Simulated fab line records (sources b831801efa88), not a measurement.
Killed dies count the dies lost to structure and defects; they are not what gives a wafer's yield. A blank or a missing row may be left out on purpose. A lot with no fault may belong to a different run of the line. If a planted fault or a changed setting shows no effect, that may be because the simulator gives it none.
fab line records	flow gf180mcu
record: lots: 15	wafers: 45	last-day: 34
route steps=602 shown POLY_GATE@168 HV_LDD@186 CONTACT@301
lots that met no fault: taken from a fault-free run of the same line
start-h: start of the lot's first displayed wafer, in hours after the record's first day	wait-h: hours from the lot's prior step to this one	" repeats the value in the row above	L1.1+2: several wafers, shown together as one row	- no value present, or no start provided	* or withheld: withheld	< > ~ a bound
route shown NAME@n: NAME is a module with steps in the file, n the number in the route of the first one	usual: average and standard deviation across the fault-free wafers	same: alike in all rows	chamber/n: place in a boat	sites: the reading at each site	_std_site: the standard deviation of these	_edge_site: outer sites' mean less inner sites'	radius-mm: how far each site lies from the wafer's centre	mask NAME#n: copy n	behind: the last tool/chamber to shape the wafer	hold: cause of the lot's hold/its duration in hours/its outcome	device: the transistor (n, p or np) that didn't switch	end of line: the tests these same wafers got at the end of their route	a step given without rows: its recipe and nothing more	killed: at the first sort, the dies lost to defects and structure; wafer yield is something else	map: the dies of a wafer, with x for killed, . for not killed, _ for no die there
set.NAME: the setting the step ran with; set.NAME@STEP: the setting that earlier step ran with	model.NAME: the simulator's own value behind a step, which no gauge read
one table for each step of the route and one row for each wafer, over a sample of lots
services: a tool's chamber out of use, with start hour (start-h, from the record's first day; less than 0 if before it), hours out, and reason
== steps ==
step: GF_POLY_GATE_OVL_MEAS_11
usual: POLY_GATE_OVL: -4/5.7
lot.wafer	tool	chamber	start-h	wait-h	POLY_GATE_OVL[nm]
L417.4	overlay-01	-	191.51	0.1	-8
L417.5	"	-	"	"	-4
L417.6	"	-	"	"	-6
L420.2	overlay-02	-	221.97	0.1	11
L420.3	"	-	"	"	0
L420.5	"	-	"	"	5
L421.1	overlay-01	-	228.04	0.1	-3
L421.3	"	-	"	"	-3
L421.6	"	-	"	"	-11
L422.1	overlay-01	-	232.33	0.1	-1
L422.4	"	-	"	"	-12
L422.6	"	-	"	"	-8
L424.3	overlay-02	-	249.91	0.1	-2
L424.4	"	-	"	"	3
L424.5	"	-	"	"	6
L430.1	overlay-02	-	295.06	0.1	-4
L430.5	"	-	"	"	-5
L430.6	"	-	"	"	-13
L431.1	overlay-02	-	300.98	0.1	-1
L431.2	"	-	"	"	-15
L431.5	"	-	"	"	-1
L432.3	overlay-01	-	307.12	0.1	-11
L432.4	"	-	"	"	-9
L432.6	"	-	"	"	-5
L433.1	overlay-02	-	309.34	0.1	-6
L433.5	"	-	"	"	-3
L433.6	"	-	"	"	-3
L434.1	overlay-02	-	326.19	0.1	-9
L434.5	"	-	"	"	-13
L434.6	"	-	"	"	-7
L435.2	overlay-02	-	335.92	0.1	5
L435.3	"	-	"	"	-5
L435.5	"	-	"	"	-3
L437.3	overlay-01	-	345.10	0.1	9
L437.5	"	-	"	"	-1
L437.6	"	-	"	"	6
L438.1	overlay-02	-	350.41	0.1	-6
L438.5	"	-	"	"	-6
L438.6	"	-	"	"	5
L439.1	overlay-01	-	353.86	0.1	-2
L439.4	"	-	"	"	-6
L439.6	"	-	"	"	-8
L440.2	overlay-02	-	359.17	0.1	-4
L440.3	"	-	"	"	1
L440.6	"	-	"	"	-8
step: GF_HV_LDD_STRIP_10
recipe: chemistry: O2/N2	power-w: 1400	pressure-mtorr: 1500	platen-temp-c: 250	o2-flow-sccm: 3000	n2-flow-sccm: 300	overash-fraction: 0.5
usual: drypump-motor-current-A: 5.9/0.48	heater-power-w: 336/33	n2-flow-sccm: 300.0/0.93	oes-product-au: 0.716/0.0047	platen-temp-c: 249.96/0.19	strip-time-to-endpoint-s: 12.63/0.038
lot.wafer	tool	chamber	start-h	wait-h	drypump-motor-current-A	heater-power-w	n2-flow-sccm	oes-product-au	platen-temp-c	rf-hours-counter-h	strip-time-to-endpoint-s
L417.4	plasma-asher-01	0	209.71	0.1	6.0	289	300.9	0.709	250.06	-	12.66
L417.5	"	1	"	"	5.6	386	300.1	0.718	250.09	-	12.64
L417.6	"	0	"	"	6.0	288	300.2	0.719	249.85	-	12.63
L420.2	plasma-asher-04	1	242.45	0.1	5.6	306	300.8	0.714	250.29	13	12.58
L420.3	"	0	"	"	5.2	327	300.2	0.711	249.74	-	12.57
L420.5	"	0	"	"	5.2	324	300.5	0.711	249.74	-	12.55
L421.1	plasma-asher-04	0	248.54	0.1	5.2	328	300.7	0.712	249.80	13	12.65
L421.3	"	1	"	"	5.6	305	301.3	0.713	250.08	-	12.67
L421.6	"	0	"	"	5.2	326	300.4	0.713	249.64	-	12.67
L422.1	plasma-asher-01	1	254.22	0.1	5.6	377	300.4	0.711	250.13	64	12.61
L422.4	"	0	"	"	6.0	283	299.0	0.711	249.84	-	12.56
L422.6	"	1	"	"	5.6	380	300.2	0.712	250.16	-	12.62
L424.3	plasma-asher-03	1	271.90	0.1	5.9	358	298.4	0.707	249.78	-	12.65
L424.4	"	0	"	"	6.8	358	298.7	0.716	250.32	-	12.61
L424.5	"	0	"	"	6.8	346	298.9	0.713	249.94	-	12.65
L430.1	plasma-asher-01	0	317.75	0.1	6.0	290	299.8	0.720	250.06	72	12.65
L430.5	"	1	"	"	5.6	376	301.8	0.717	249.89	-	12.60
L430.6	"	0	"	"	6.0	290	299.8	0.721	250.22	-	12.61
L431.1	plasma-asher-04	1	323.28	0.1	5.6	308	299.4	0.719	250.14	21	12.62
L431.2	"	0	"	"	5.3	324	300.3	0.717	249.94	21	12.61
L431.5	"	0	"	"	5.2	328	301.0	0.714	249.62	-	12.65
L432.3	plasma-asher-03	0	330.90	0.1	6.7	361	300.1	0.715	249.82	-	12.64
L432.4	"	1	"	"	6.0	362	299.5	0.716	250.21	-	12.61
L432.6	"	0	"	"	6.8	359	300.0	0.721	249.70	-	12.59
L433.1	plasma-asher-03	1	331.90	0.1	5.9	370	300.2	0.710	249.91	53	12.63
L433.5	"	1	"	"	5.9	363	301.3	0.713	249.72	-	12.67
L433.6	"	0	"	"	6.8	358	299.8	0.707	249.83	-	12.64
L434.1	plasma-asher-03	1	348.87	0.1	5.9	356	297.8	0.709	249.89	55	12.69
L434.5	"	0	"	"	6.8	344	300.4	0.726	250.22	-	12.68
L434.6	"	1	"	"	6.0	361	299.3	0.720	249.88	-	12.66
L435.2	plasma-asher-04	1	360.35	0.1	5.6	303	299.3	0.713	249.90	24	12.69
L435.3	"	1	"	"	5.6	302	299.6	0.717	250.03	-	12.71
L435.5	"	1	"	"	5.5	300	299.7	0.705	250.05	-	12.67
L437.3	plasma-asher-01	0	370.55	0.1	6.0	288	299.2	0.713	250.14	-	12.60
L437.5	"	1	"	"	5.6	381	301.8	0.712	250.17	-	12.65
L437.6	"	0	"	"	6.0	287	299.9	0.715	250.15	-	12.68
L438.1	plasma-asher-03	0	376.05	0.1	6.8	353	300.1	0.713	250.00	58	12.70
L438.5	"	0	"	"	6.8	356	299.6	0.723	249.75	-	12.66
L438.6	"	1	"	"	5.9	366	299.1	0.709	249.66	-	12.69
L439.1	plasma-asher-04	0	380.43	0.1	5.2	324	298.4	0.713	250.07	26	12.67
L439.4	"	0	"	"	5.3	325	298.8	0.716	250.10	-	12.64
L439.6	"	1	"	"	5.6	304	300.1	0.714	250.11	-	12.65
L440.2	plasma-asher-01	1	383.67	0.1	5.6	370	300.4	0.716	250.09	79	12.62
L440.3	"	1	"	"	5.6	373	301.0	0.721	250.00	-	12.60
L440.6	"	0	"	"	6.0	287	299.3	0.715	249.55	-	12.61
step: GF_HV_LDD_EXPOSE_43
recipe: mask-id: Pplus_HV_AREA	target-cd-nm: 400	na: 0.6	source-shape: conventional	sigma-outer: 0.6	dose-mj: 140
usual: exposure-dose-mJ-cm2: 139.97/0.14	focus-offset-nm: 0.0/0.49	stage-vel-mm-s: 500.01/0.26
lot.wafer	tool	chamber	start-h	wait-h	mask	exposure-dose-mJ-cm2	focus-offset-nm	stage-vel-mm-s
L417.4	iline-stepper-01	0	255.67	-	Pplus_HV_AREA#0	140.08	-0.2	499.81
L417.5	"	0	"	"	Pplus_HV_AREA#0	140.03	0.0	499.69
L417.6	"	0	"	"	Pplus_HV_AREA#0	140.00	-0.5	499.95
L420.2	iline-stepper-01	0	291.02	-	Pplus_HV_AREA#0	139.98	0.9	499.73
L420.3	"	0	"	"	Pplus_HV_AREA#0	139.62	0.4	500.41
L420.5	"	0	"	"	Pplus_HV_AREA#0	139.91	0.6	500.17
L421.1	iline-stepper-01	0	297.67	-	Pplus_HV_AREA#0	139.86	0.4	499.89
L421.3	"	0	"	"	Pplus_HV_AREA#0	139.95	-0.4	499.75
L421.6	"	0	"	"	Pplus_HV_AREA#0	139.92	0.5	499.94
L422.1	iline-stepper-02	0	304.77	-	Pplus_HV_AREA#0	139.79	-0.6	500.11
L422.4	"	0	"	"	Pplus_HV_AREA#0	139.85	0.0	500.13
L422.6	"	0	"	"	Pplus_HV_AREA#0	139.78	0.3	500.05
L424.3	iline-stepper-01	0	323.28	-	Pplus_HV_AREA#0	139.93	1.7	499.85
L424.4	"	0	"	"	Pplus_HV_AREA#0	139.78	-0.2	499.76
L424.5	"	0	"	"	Pplus_HV_AREA#0	140.00	0.8	500.01
L430.1	iline-stepper-01	-	373.57	-	Pplus_HV_AREA#0	-	-	-
L430.5	"	-	"	"	Pplus_HV_AREA#0	-	-	-
L430.6	"	-	"	"	Pplus_HV_AREA#0	-	-	-
L431.1	iline-stepper-01	-	377.91	-	Pplus_HV_AREA#0	-	-	-
L431.2	"	-	"	"	Pplus_HV_AREA#0	-	-	-
L431.5	"	-	"	"	Pplus_HV_AREA#0	-	-	-
L432.3	iline-stepper-02	-	386.48	-	Pplus_HV_AREA#0	-	-	-
L432.4	"	-	"	"	Pplus_HV_AREA#0	-	-	-
L432.6	"	-	"	"	Pplus_HV_AREA#0	-	-	-
L433.1	iline-stepper-02	0	387.22	-	Pplus_HV_AREA#0	139.87	0.3	500.38
L433.5	"	0	"	"	Pplus_HV_AREA#0	140.08	-0.1	500.40
L433.6	"	0	"	"	Pplus_HV_AREA#0	139.93	1.1	500.50
L434.1	iline-stepper-01	0	405.57	-	Pplus_HV_AREA#0	140.10	-0.1	499.80
L434.5	"	0	"	"	Pplus_HV_AREA#0	140.08	-0.1	499.68
L434.6	"	0	"	"	Pplus_HV_AREA#0	140.16	-0.5	499.84
L435.2	iline-stepper-01	0	417.48	-	Pplus_HV_AREA#0	139.96	-0.2	499.62
L435.3	"	0	"	"	Pplus_HV_AREA#0	140.09	-0.3	500.05
L435.5	"	0	"	"	Pplus_HV_AREA#0	139.91	-0.2	499.54
L437.3	iline-stepper-02	0	429.61	-	Pplus_HV_AREA#0	139.94	0.1	500.13
L437.5	"	0	"	"	Pplus_HV_AREA#0	139.97	0.1	500.06
L437.6	"	0	"	"	Pplus_HV_AREA#0	139.89	0.0	499.89
L438.1	iline-stepper-02	0	436.05	-	Pplus_HV_AREA#0	140.07	0.6	499.91
L438.5	"	0	"	"	Pplus_HV_AREA#0	140.03	-0.3	500.32
L438.6	"	0	"	"	Pplus_HV_AREA#0	139.93	0.8	499.60
L439.1	iline-stepper-02	0	439.50	-	Pplus_HV_AREA#0	139.86	0.4	500.02
L439.4	"	0	"	"	Pplus_HV_AREA#0	139.91	-0.3	499.98
L439.6	"	0	"	"	Pplus_HV_AREA#0	140.05	0.0	500.09
L440.2	iline-stepper-02	0	443.33	-	Pplus_HV_AREA#0	140.02	-0.1	500.16
L440.3	"	0	"	"	Pplus_HV_AREA#0	140.11	-0.3	499.99
L440.6	"	0	"	"	Pplus_HV_AREA#0	140.13	-0.2	499.89
step: GF_CONTACT_CD_MEAS_14
recipe: target-cd-nm: 220
usual: cd-nm: 219.6/1.4
lot.wafer	tool	chamber	start-h	wait-h	cd-nm
L417.4	cd-sem-02	-	353.18	0.1	219.5
L417.5	"	-	"	"	218.1
L417.6	"	-	"	"	219.8
L420.2	cd-sem-01	-	394.33	0.1	217.5
L420.3	"	-	"	"	217.3
L420.5	"	-	"	"	218.2
L421.1	cd-sem-01	-	401.37	0.1	218.2
L421.3	"	-	"	"	219.4
L421.6	"	-	"	"	219.1
L422.1	cd-sem-02	-	409.12	0.1	218.5
L422.4	"	-	"	"	218.0
L422.6	"	-	"	"	218.5
L424.3	cd-sem-02	-	429.16	0.1	221.4
L424.4	"	-	"	"	220.8
L424.5	"	-	"	"	221.0
L433.1	cd-sem-02	-	502.10	0.1	217.6
L433.5	"	-	"	"	219.1
L433.6	"	-	"	"	217.5
L434.1	cd-sem-01	-	517.46	0.1	216.4
L434.5	"	-	"	"	217.9
L434.6	"	-	"	"	217.9
L435.2	cd-sem-02	-	531.72	0.1	220.4
L435.3	"	-	"	"	219.1
L435.5	"	-	"	"	218.7
L437.3	cd-sem-01	-	542.24	0.1	220.1
L437.5	"	-	"	"	219.5
L437.6	"	-	"	"	220.3
L438.1	cd-sem-02	-	547.62	0.1	221.1
L438.5	"	-	"	"	220.6
L438.6	"	-	"	"	220.7
L439.1	cd-sem-01	-	550.92	0.1	221.9
L439.4	"	-	"	"	221.8
L439.6	"	-	"	"	222.9
L440.2	cd-sem-02	-	555.28	0.1	218.4
L440.3	"	-	"	"	219.9
L440.6	"	-	"	"	219.2
== services ==
tool	chamber	start-h	hours	kind
iline-stepper-02	-	187.42	7.6	repair
iline-stepper-02	-	195.01	1.7	pm
iline-stepper-02	-	204.86	11.4	repair
plasma-asher-03	-	213.06	3.3	repair
iline-stepper-01	-	216.23	1.7	pm
iline-stepper-02	-	218.58	2.1	pm
iline-stepper-02	-	220.67	-	consumable-replace:lamp
plasma-asher-03	-	277.38	1.4	repair
plasma-asher-03	-	280.90	0.3	repair
plasma-asher-03	-	291.06	0.5	repair
plasma-asher-03	-	305.06	3.8	repair
iline-stepper-02	-	326.49	2.4	repair
plasma-asher-01	-	326.86	2.8	pm
plasma-asher-04	-	335.15	6.6	repair
iline-stepper-02	0	340.21	-	calibration
iline-stepper-01	0	388.45	-	calibration
plasma-asher-03	-	391.79	1.8	repair
plasma-asher-01	-	397.82	7.4	repair
plasma-asher-03	-	420.12	2.0	repair
plasma-asher-01	-	421.25	9.0	pm
plasma-asher-01	0	421.25	9.0	vent-cycle
plasma-asher-01	-	430.25	14.6	pm
iline-stepper-01	-	430.45	1.7	pm
plasma-asher-03	-	440.89	2.4	repair
== key ==
first-sign: step: GF_HV_LDD_EXPOSE_43	reading: tool-record	direction: missing
effect none on later readings
met-at GF_HV_LDD_EXPOSE_43
struck-lots L430,L431,L432
later-rows-left-out L430.1,L430.5,L430.6,L431.1,L431.2,L431.5,L432.3,L432.4,L432.6
sort-left-out L430.1,L430.5,L430.6,L431.1,L431.2,L431.5,L432.3,L432.4,L432.6
tester-left-out L430,L431,L432
not-acting-at GF_POLY_GATE_OVL_MEAS_11,GF_HV_LDD_STRIP_10,GF_CONTACT_CD_MEAS_14
onset-between 323.28 373.57
fault: kind: skipped-step-whole	tool: iline-stepper-01,iline-stepper-02	chamber: -	onset-h: 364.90	steps: GF_HV_LDD_EXPOSE_43	scope: struck-lots-only
tester-left-out: of these lots the tester's yield and bins aren't shown, on N5 and GAA mostly nor the transistor test; their killed dies are dies lost to structure and defects alone, not to doping, threshold or leakage, so they don't give the yield
sort-left-out: the simulated sort isn't trusted on such a fault, so these wafers' sort isn't shown, and their yield isn't known
later-rows-left-out: the simulator's readings of these wafers behind a module that went badly wrong aren't trusted and aren't shown, but for the sort
